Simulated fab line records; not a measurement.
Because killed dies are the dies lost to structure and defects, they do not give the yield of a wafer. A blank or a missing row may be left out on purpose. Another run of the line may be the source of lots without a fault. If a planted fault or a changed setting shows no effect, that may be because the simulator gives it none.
fab line records + flow gf180mcu
[record]
- lots = 14
- wafers = 42
- lastDay = 35
route steps=602 shown V5@541
lots untouched by any fault: they come from a run of this same line in which no faults occurred
startH: hours from the record's opening day to when the first of the lot's shown wafers began + waitH: hours from the lot's prior step to this one + " unchanged from the row above + L1.1+2: one row covering several wafers at once + - either no value or no given start + * or withheld: withheld + < > ~ a bound
route shown NAME@n: a module of which the file shows steps, and the number in the route of the first + usual: mean/standard deviation taken from wafers without a fault + same: alike in all rows + chamber/n: place in a boat + sites: readings site by site + _std_site: standard deviation of those values + _edge_site: mean of outer sites minus mean of inner sites + radiusMm: for every site, how far away it sits from the centre of the wafer + mask NAME#n: copy n + behind: the tool/chamber that last shaped the wafer + hold: the reason the lot was held/the length of the hold in hours/how it ended + device: which transistor (n, p or np) failed to switch + end of line: the same wafers' tests at the end of the route + a step without rows: its recipe alone + killed: at the first sort, the dies lost to defects and structure; wafer yield is something else + map: shows each die of a wafer: x if killed, . if not, _ if none is there
set.NAME: the run value of the setting; set.NAME@STEP: its run value at that earlier step + model.NAME: the simulator's own value behind a step, which no gauge read
a sample of lots followed through the steps of the route, with each step as a table and each wafer as a row
services: from which hour (startH, from the record's first day; less than 0 if before it) a tool's chamber was out of use, for how many hours, and why
[[steps]]
[step GF_V5_THK_MEAS_01]
[recipe]
- reads = SiO2_of_V5_CVD_00
[usual]
- V5_CVD_00_THK = 300/3.5
| lot.wafer | tool         | chamber | startH | waitH | V5_CVD_00_THK[nm] |
|-----------|--------------|---------|--------|-------|-------------------|
| L981.2    | filmMetro-03 | -       | 636.25 | 0.0   | 298               |
| L981.3    | "            | -       | "      | "     | 297               |
| L981.5    | "            | -       | "      | "     | 297               |
| L983.2    | filmMetro-03 | -       | 647.87 | 0.0   | 298               |
| L983.4    | "            | -       | "      | "     | 299               |
| L983.5    | "            | -       | "      | "     | 292               |
| L984.1    | filmMetro-03 | -       | 661.76 | 0.0   | 296               |
| L984.5    | "            | -       | "      | "     | 296               |
| L984.6    | "            | -       | "      | "     | 299               |
| L985.2    | filmMetro-02 | -       | 670.99 | 0.0   | 303               |
| L985.3    | "            | -       | "      | "     | 299               |
| L985.5    | "            | -       | "      | "     | 301               |
| L986.2    | filmMetro-03 | -       | 674.32 | 0.0   | 301               |
| L986.3    | "            | -       | "      | "     | 308               |
| L986.4    | "            | -       | "      | "     | 303               |
| L988.1    | filmMetro-01 | -       | 684.28 | 0.0   | 299               |
| L988.5    | "            | -       | "      | "     | 300               |
| L988.6    | "            | -       | "      | "     | 296               |
| L989.1    | filmMetro-03 | -       | 694.64 | 0.0   | 299               |
| L989.4    | "            | -       | "      | "     | 299               |
| L989.6    | "            | -       | "      | "     | 299               |
| L990.1    | filmMetro-01 | -       | 696.84 | 0.0   | 301               |
| L990.3    | "            | -       | "      | "     | 308               |
| L990.6    | "            | -       | "      | "     | 304               |
| L991.1    | filmMetro-03 | -       | 703.56 | 0.0   | 303               |
| L991.2    | "            | -       | "      | "     | 303               |
| L991.4    | "            | -       | "      | "     | 307               |
| L993.2    | filmMetro-01 | -       | 716.37 | 0.0   | 300               |
| L993.3    | "            | -       | "      | "     | 298               |
| L993.4    | "            | -       | "      | "     | 295               |
| L997.1    | filmMetro-03 | -       | 747.27 | 0.0   | 302               |
| L997.4    | "            | -       | "      | "     | 302               |
| L997.5    | "            | -       | "      | "     | 304               |
| L100.1    | filmMetro-03 | -       | 763.03 | 0.0   | 301               |
| L100.2    | "            | -       | "      | "     | 296               |
| L100.3    | "            | -       | "      | "     | 301               |
| L101.2    | filmMetro-03 | -       | 772.97 | 0.0   | 302               |
| L101.4    | "            | -       | "      | "     | 308               |
| L101.6    | "            | -       | "      | "     | 309               |
| L103.4    | filmMetro-01 | -       | 780.44 | 0.0   | 297               |
| L103.5    | "            | -       | "      | "     | 297               |
| L103.6    | "            | -       | "      | "     | 300               |
[step GF_V5_CMP_04]
[recipe]
- material = SiO2
- downForcePsi = 4
- platenRpm = 60
- padVelocityMS = 0.94248
[usual]
- motorCurrentA = 12.2/1.8
| lot.wafer | tool   | chamber | startH | waitH | motorCurrentA |
|-----------|--------|---------|--------|-------|---------------|
| L981.2    | cmp-01 | 3       | 636.57 | 0.1   | 10.5          |
| L981.3    | "      | 0       | "      | "     | 10.1          |
| L981.5    | "      | 1       | "      | "     | 11.3          |
| L983.4    | cmp-01 | 0       | 648.45 | 0.4   | 10.5          |
| L983.2    | "      | 1       | "      | "     | 12.1          |
| L983.5    | "      | 3       | "      | "     | 10.2          |
| L984.1    | cmp-01 | 1       | 662.14 | 0.2   | 12.4          |
| L984.5    | "      | 2       | "      | "     | 14.4          |
| L984.6    | "      | 3       | "      | "     | 10.2          |
| L985.3    | cmp-01 | 1       | 671.21 | 0.0   | 11.9          |
| L985.2    | "      | 3       | "      | "     | 10.8          |
| L985.5    | "      | 1       | "      | "     | 12.4          |
| L986.3    | cmp-02 | 0       | 674.54 | 0.0   | 12.3          |
| L986.2    | "      | 2       | "      | "     | 9.5           |
| L986.4    | "      | 3       | "      | "     | 14.7          |
| L988.1    | cmp-01 | 0       | 684.51 | 0.1   | 10.4          |
| L988.6    | "      | 0       | "      | "     | 10.6          |
| L988.5    | "      | 1       | "      | "     | 12.5          |
| L989.4    | cmp-02 | 2       | 695.02 | 0.1   | 9.2           |
| L989.1    | "      | 3       | "      | "     | 14.3          |
| L989.6    | "      | 0       | "      | "     | 13.4          |
| L990.3    | cmp-01 | 1       | 697.07 | 0.0   | 12.4          |
| L990.1    | "      | 2       | "      | "     | 14.5          |
| L990.6    | "      | 1       | "      | "     | 12.2          |
| L991.4    | cmp-01 | 1       | 703.79 | 0.0   | 12.0          |
| L991.1    | "      | 3       | "      | "     | 11.1          |
| L991.2    | "      | 0       | "      | "     | 9.6           |
| L993.4    | cmp-02 | 2       | 716.59 | 0.0   | 9.8           |
| L993.2    | "      | 0       | "      | "     | 13.1          |
| L993.3    | "      | 1       | "      | "     | 11.8          |
| L997.4    | cmp-01 | 0       | 747.49 | 0.0   | 10.2          |
| L997.1    | "      | 3       | "      | "     | 10.8          |
| L997.5    | "      | 0       | "      | "     | 9.8           |
| L100.3    | cmp-01 | 3       | 763.31 | 0.1   | 11.2          |
| L100.2    | "      | 0       | "      | "     | 10.3          |
| L100.1    | "      | 1       | "      | "     | 12.9          |
| L101.2    | cmp-01 | 2       | 773.19 | 0.0   | 14.6          |
| L101.4    | "      | 1       | "      | "     | 11.7          |
| L101.6    | "      | 2       | "      | "     | 15.0          |
| L103.4    | cmp-02 | 0       | 780.69 | 0.0   | 12.4          |
| L103.6    | "      | 0       | "      | "     | 13.4          |
| L103.5    | "      | 1       | "      | "     | 12.5          |
[step GF_V5_ETCH_17]
[recipe]
- chemistry = C4F8/O2/Ar
- maskMaterial = KrF
- target = SiO2
- stopOn = TiN
- sourceW = 1500
- biasW = 1200
- pressureMtorr = 40
- c4f8FlowSccm = withheld
- O2_flow_sccm = 6
- Ar_flow_sccm = 300
- timeS = withheld
- targetDepthA = 8550
[usual]
- biasW = 1200/3.6
- chamberPressureMTorr = 40.00/0.038
- oesProductAu = 0.860/0.0047
| lot.wafer | tool       | chamber | startH | waitH | biasW | chamberPressureMTorr | oesProductAu |
|-----------|------------|---------|--------|-------|-------|----------------------|--------------|
| L981.2    | rieDiel-01 | 3       | 658    | -     | 1204  | 40.02                | 0.854        |
| L981.3    | "          | 1       | "      | "     | 1199  | 40.01                | 0.854        |
| L981.5    | "          | 3       | "      | "     | 1214  | 39.99                | 0.856        |
| L983.2    | rieDiel-01 | 0       | 668    | -     | 1198  | 40.08                | 0.854        |
| L983.4    | "          | 3       | "      | "     | 1200  | 40.00                | 0.865        |
| L983.5    | "          | 3       | "      | "     | 1206  | 39.98                | 0.862        |
| L984.1    | rieDiel-01 | 3       | 682    | -     | 1194  | 40.02                | 0.860        |
| L984.5    | "          | 1       | "      | "     | 1199  | 39.96                | 0.864        |
| L984.6    | "          | 2       | "      | "     | 1200  | 39.98                | 0.861        |
| L985.2    | rieDiel-01 | 1       | 691    | -     | 1201  | 39.95                | 0.857        |
| L985.3    | "          | 3       | "      | "     | 1190  | 39.98                | 0.861        |
| L985.5    | "          | 3       | "      | "     | 1199  | 40.02                | 0.854        |
| L986.2    | rieDiel-03 | 3       | 694    | -     | 1197  | 40.01                | 0.865        |
| L986.3    | "          | 1       | "      | "     | 1200  | 40.01                | 0.858        |
| L986.4    | "          | 2       | "      | "     | 1202  | 39.96                | 0.852        |
| L988.1    | rieDiel-03 | 0       | 704    | -     | 1203  | 40.04                | 0.862        |
| L988.5    | "          | 2       | "      | "     | 1200  | 39.97                | 0.858        |
| L988.6    | "          | 3       | "      | "     | 1201  | 40.00                | 0.858        |
| L989.1    | rieDiel-01 | 2       | 713    | -     | 1197  | 40.07                | 0.871        |
| L989.4    | "          | 1       | "      | "     | 1201  | 40.02                | 0.855        |
| L989.6    | "          | 2       | "      | "     | 1200  | 39.98                | 0.863        |
| L990.1    | rieDiel-03 | 1       | 716    | -     | 1202  | 39.97                | 0.856        |
| L990.3    | "          | 0       | "      | "     | 1195  | 40.02                | 0.859        |
| L990.6    | "          | 3       | "      | "     | 1198  | 40.02                | 0.862        |
| L991.1    | rieDiel-02 | 2       | 723    | -     | 1196  | 40.02                | 0.861        |
| L991.2    | "          | 0       | "      | "     | 1200  | 39.94                | 0.863        |
| L991.4    | "          | 1       | "      | "     | 1203  | 40.02                | 0.861        |
| L993.2    | rieDiel-01 | 0       | 735    | -     | 1201  | 40.00                | 0.857        |
| L993.3    | "          | 2       | "      | "     | 1203  | 39.98                | 0.858        |
| L993.4    | "          | 3       | "      | "     | 1203  | 39.96                | 0.864        |
| L997.1    | rieDiel-03 | 3       | 765    | -     | 1199  | 39.98                | 0.864        |
| L997.4    | "          | 1       | "      | "     | 1205  | 40.02                | 0.859        |
| L997.5    | "          | 3       | "      | "     | 1196  | 39.94                | 0.861        |
| L100.1    | rieDiel-02 | 3       | 780    | -     | -     | -                    | -            |
| L100.2    | "          | 2       | "      | "     | -     | -                    | -            |
| L100.3    | "          | 1       | "      | "     | -     | -                    | -            |
| L101.2    | rieDiel-01 | 1       | 790    | -     | -     | -                    | -            |
| L101.4    | "          | 2       | "      | "     | -     | -                    | -            |
| L101.6    | "          | 1       | "      | "     | -     | -                    | -            |
| L103.4    | rieDiel-01 | 0       | 797    | -     | 1200  | 40.04                | 0.861        |
| L103.5    | "          | 2       | "      | "     | 1198  | 40.05                | 0.856        |
| L103.6    | "          | 3       | "      | "     | 1195  | 40.04                | 0.867        |
[step GF_V5_STRIP_18]
[recipe]
- chemistry = O2/N2
- powerW = 1400
- pressureMtorr = 1500
- platenTempC = 250
- o2FlowSccm = 3000
- n2FlowSccm = 300
- overashFraction = 0.5
[usual]
- drypumpMotorCurrentA = 5.7/0.4
- heaterPowerW = 315/23
- oesProductAu = 0.567/0.005
| lot.wafer | tool           | chamber | startH | waitH | drypumpMotorCurrentA | heaterPowerW | oesProductAu | rfHoursCounterH |
|-----------|----------------|---------|--------|-------|----------------------|--------------|--------------|-----------------|
| L981.2    | plasmaAsher-02 | 0       | 658.15 | -     | 5.7                  | 328          | 0.563        | 54              |
| L981.3    | "              | 1       | "      | "     | 5.8                  | 343          | 0.567        | -               |
| L981.5    | "              | 1       | "      | "     | 5.8                  | 345          | 0.573        | -               |
| L983.2    | plasmaAsher-01 | 1       | 668.52 | -     | 6.5                  | 309          | 0.565        | 24              |
| L983.4    | "              | 0       | "      | "     | 5.2                  | 328          | 0.562        | -               |
| L983.5    | "              | 1       | "      | "     | 6.5                  | 307          | 0.570        | -               |
| L984.1    | plasmaAsher-03 | 1       | 682.25 | -     | 5.7                  | 296          | 0.561        | 110             |
| L984.5    | "              | 1       | "      | "     | 5.7                  | 298          | 0.570        | -               |
| L984.6    | "              | 0       | "      | "     | 5.6                  | 284          | 0.566        | -               |
| L985.2    | plasmaAsher-03 | 1       | 691.20 | -     | 5.7                  | 295          | 0.568        | 111             |
| L985.3    | "              | 0       | "      | "     | 5.6                  | 287          | 0.567        | -               |
| L985.5    | "              | 1       | "      | "     | 5.7                  | 292          | 0.569        | -               |
| L986.2    | plasmaAsher-02 | 1       | 694.82 | -     | 5.8                  | 349          | 0.562        | 57              |
| L986.3    | "              | 0       | "      | "     | 5.7                  | 333          | 0.571        | -               |
| L986.4    | "              | 1       | "      | "     | 5.8                  | 351          | 0.567        | -               |
| L988.1    | plasmaAsher-01 | 0       | 704.30 | -     | 5.1                  | 333          | 0.579        | 28              |
| L988.5    | "              | 1       | "      | "     | 6.5                  | 312          | 0.567        | -               |
| L988.6    | "              | 0       | "      | "     | 5.2                  | 333          | 0.568        | -               |
| L989.1    | plasmaAsher-03 | 0       | 714.05 | -     | 5.6                  | 282          | 0.565        | 114             |
| L989.4    | "              | 1       | "      | "     | 5.6                  | 296          | 0.572        | -               |
| L989.6    | "              | 0       | "      | "     | 5.6                  | 280          | 0.567        | -               |
| L990.1    | plasmaAsher-02 | 0       | 716.37 | -     | 5.7                  | 329          | 0.570        | 60              |
| L990.3    | "              | 1       | "      | "     | 5.8                  | 344          | 0.564        | -               |
| L990.6    | "              | 1       | "      | "     | 5.7                  | 339          | 0.575        | -               |
| L991.1    | plasmaAsher-02 | 1       | 723.29 | -     | 5.7                  | 353          | 0.565        | 60              |
| L991.2    | "              | 0       | "      | "     | 5.7                  | 335          | 0.570        | 60              |
| L991.4    | "              | 0       | "      | "     | 5.7                  | 336          | 0.565        | -               |
| L993.2    | plasmaAsher-01 | 0       | 735.35 | -     | 5.2                  | 326          | 0.567        | 31              |
| L993.3    | "              | 1       | "      | "     | 6.5                  | 310          | 0.566        | -               |
| L993.4    | "              | 0       | "      | "     | 5.1                  | 324          | 0.565        | -               |
| L997.1    | plasmaAsher-02 | 1       | 765.14 | -     | 5.7                  | 345          | 0.580        | 65              |
| L997.4    | "              | 1       | "      | "     | 5.8                  | 347          | 0.575        | -               |
| L997.5    | "              | 1       | "      | "     | 5.7                  | 349          | 0.575        | -               |
| L100.1    | plasmaAsher-01 | 0       | 780.17 | -     | 5.2                  | 332          | 0.669        | 36              |
| L100.2    | "              | 1       | "      | "     | 6.5                  | 306          | 0.661        | 36              |
| L100.3    | "              | 0       | "      | "     | 5.2                  | 328          | 0.661        | -               |
| L101.2    | plasmaAsher-01 | 0       | 790.37 | -     | 5.2                  | 325          | 0.659        | 37              |
| L101.4    | "              | 0       | "      | "     | 5.1                  | 324          | 0.664        | -               |
| L101.6    | "              | 1       | "      | "     | 6.6                  | 307          | 0.660        | -               |
| L103.4    | plasmaAsher-03 | 1       | 797.12 | -     | 5.7                  | 294          | 0.577        | -               |
| L103.5    | "              | 1       | "      | "     | 5.6                  | 311          | 0.560        | -               |
| L103.6    | "              | 0       | "      | "     | 5.6                  | 284          | 0.560        | -               |
[step GF_V5_SPUTTER_21]
[recipe]
- material = Ti
- targetThkNm = 15
- chamberPressurePa = 5
- powerW = 2500
- substrateTempC = 200
- timeS = 80.02
[usual]
- throttleValvePct = 30.4/0.91
| lot.wafer | tool          | chamber | startH | waitH | throttleValvePct |
|-----------|---------------|---------|--------|-------|------------------|
| L981.2    | pvdSputter-04 | -       | 658.68 | 0.0   | 29.4             |
| L981.3    | "             | -       | "      | "     | 30.8             |
| L981.5    | "             | -       | "      | "     | 30.0             |
| L983.2    | pvdSputter-02 | -       | 669.05 | 0.0   | 31.1             |
| L983.4    | "             | -       | "      | "     | 30.0             |
| L983.5    | "             | -       | "      | "     | 31.1             |
| L984.1    | pvdSputter-04 | -       | 682.78 | 0.0   | 28.0             |
| L984.5    | "             | -       | "      | "     | 29.4             |
| L984.6    | "             | -       | "      | "     | 30.8             |
| L985.2    | pvdSputter-02 | -       | 691.76 | 0.0   | 31.4             |
| L985.3    | "             | -       | "      | "     | 30.0             |
| L985.5    | "             | -       | "      | "     | 30.0             |
| L986.2    | pvdSputter-01 | -       | 695.39 | 0.0   | 31.5             |
| L986.3    | "             | -       | "      | "     | 30.7             |
| L986.4    | "             | -       | "      | "     | 30.7             |
| L988.1    | pvdSputter-04 | -       | 704.83 | 0.0   | 29.5             |
| L988.5    | "             | -       | "      | "     | 30.3             |
| L988.6    | "             | -       | "      | "     | 29.5             |
| L989.1    | pvdSputter-04 | -       | 714.58 | 0.0   | 28.0             |
| L989.4    | "             | -       | "      | "     | 30.9             |
| L989.6    | "             | -       | "      | "     | 30.8             |
| L990.1    | pvdSputter-01 | -       | 716.90 | 0.0   | 30.6             |
| L990.3    | "             | -       | "      | "     | 30.5             |
| L990.6    | "             | -       | "      | "     | 30.7             |
| L991.1    | pvdSputter-01 | -       | 723.89 | 0.0   | 31.4             |
| L991.2    | "             | -       | "      | "     | 30.7             |
| L991.4    | "             | -       | "      | "     | 31.4             |
| L993.2    | pvdSputter-04 | -       | 735.88 | 0.0   | 28.4             |
| L993.3    | "             | -       | "      | "     | 29.8             |
| L993.4    | "             | -       | "      | "     | 30.5             |
| L997.1    | pvdSputter-01 | -       | 765.67 | 0.0   | 31.1             |
| L997.4    | "             | -       | "      | "     | 30.5             |
| L997.5    | "             | -       | "      | "     | 31.6             |
| L100.1    | pvdSputter-04 | -       | 780.77 | 0.0   | 29.6             |
| L100.2    | "             | -       | "      | "     | 28.2             |
| L100.3    | "             | -       | "      | "     | 30.7             |
| L101.2    | pvdSputter-02 | -       | 790.94 | 0.0   | 30.9             |
| L101.4    | "             | -       | "      | "     | 30.0             |
| L101.6    | "             | -       | "      | "     | 30.1             |
| L103.4    | pvdSputter-01 | -       | 797.62 | 0.0   | 30.7             |
| L103.5    | "             | -       | "      | "     | 30.7             |
| L103.6    | "             | -       | "      | "     | 31.5             |
[[services]]
| tool           | chamber | startH | hours | kind   |
|----------------|---------|--------|-------|--------|
| rieDiel-01     | 0       | 616.84 | 3.6   | repair |
| plasmaAsher-01 | -       | 616.97 | 3.4   | repair |
| cmp-01         | -       | 621.00 | 0.9   | repair |
| cmp-02         | -       | 641.22 | 12.4  | pm     |
| plasmaAsher-03 | -       | 643.29 | 2.1   | repair |
| cmp-02         | -       | 668.84 | 3.5   | pm     |
| cmp-01         | -       | 672.35 | 6.1   | pm     |
| rieDiel-01     | 1       | 672.51 | 3.0   | repair |
| pvdSputter-01  | -       | 676.21 | 3.9   | repair |
| pvdSputter-01  | -       | 677.27 | 1.2   | repair |
| cmp-02         | -       | 700.25 | 1.0   | repair |
| plasmaAsher-02 | -       | 701.73 | 2.2   | repair |
| cmp-01         | -       | 708.18 | 0.3   | repair |
| cmp-01         | -       | 709.09 | 0.5   | repair |
| plasmaAsher-03 | -       | 733.79 | 9.0   | pm     |
| cmp-01         | -       | 734.83 | 1.0   | repair |
| rieDiel-03     | -       | 736.77 | 0.8   | repair |
| rieDiel-01     | 2       | 738.15 | 6.1   | repair |
| cmp-01         | -       | 738.19 | 1.2   | repair |
| plasmaAsher-03 | -       | 742.79 | 2.8   | pm     |
| rieDiel-03     | -       | 745.12 | 2.8   | pm     |
| pvdSputter-04  | -       | 749.27 | 1.8   | repair |
| cmp-01         | -       | 750.17 | 0.5   | repair |
| cmp-01         | -       | 751.47 | 4.0   | pm     |
[[key]]
[firstSign]
- step = GF_V5_ETCH_17
- reading = toolRecord
- direction = missing
[effect]
- step = GF_V5_STRIP_18
- reading = oesProductAu
- direction = up
- sigmas = 19
- usual = 0.567
- struck = 0.662
metAt GF_V5_ETCH_17
struckLots L100,L101
laterRowsLeftOut L100.1,L100.2,L100.3,L101.2,L101.4,L101.6
sortLeftOut L100.1,L100.2,L100.3,L101.2,L101.4,L101.6
notActingAt GF_V5_THK_MEAS_01,GF_V5_CMP_04,GF_V5_SPUTTER_21
onsetBetween 735 780
[fault]
- kind = skippedStepWhole
- tool = rieDiel-01,rieDiel-02
- chamber = -
- onsetH = 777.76
- steps = GF_V5_ETCH_17
- scope = struckLotsOnly
// sortLeftOut: the simulated sort isn't trusted on such a fault, so these wafers' sort isn't shown, and their yield isn't known
// laterRowsLeftOut: the simulator's readings of these wafers behind a module that went badly wrong aren't trusted and aren't shown, but for the sort
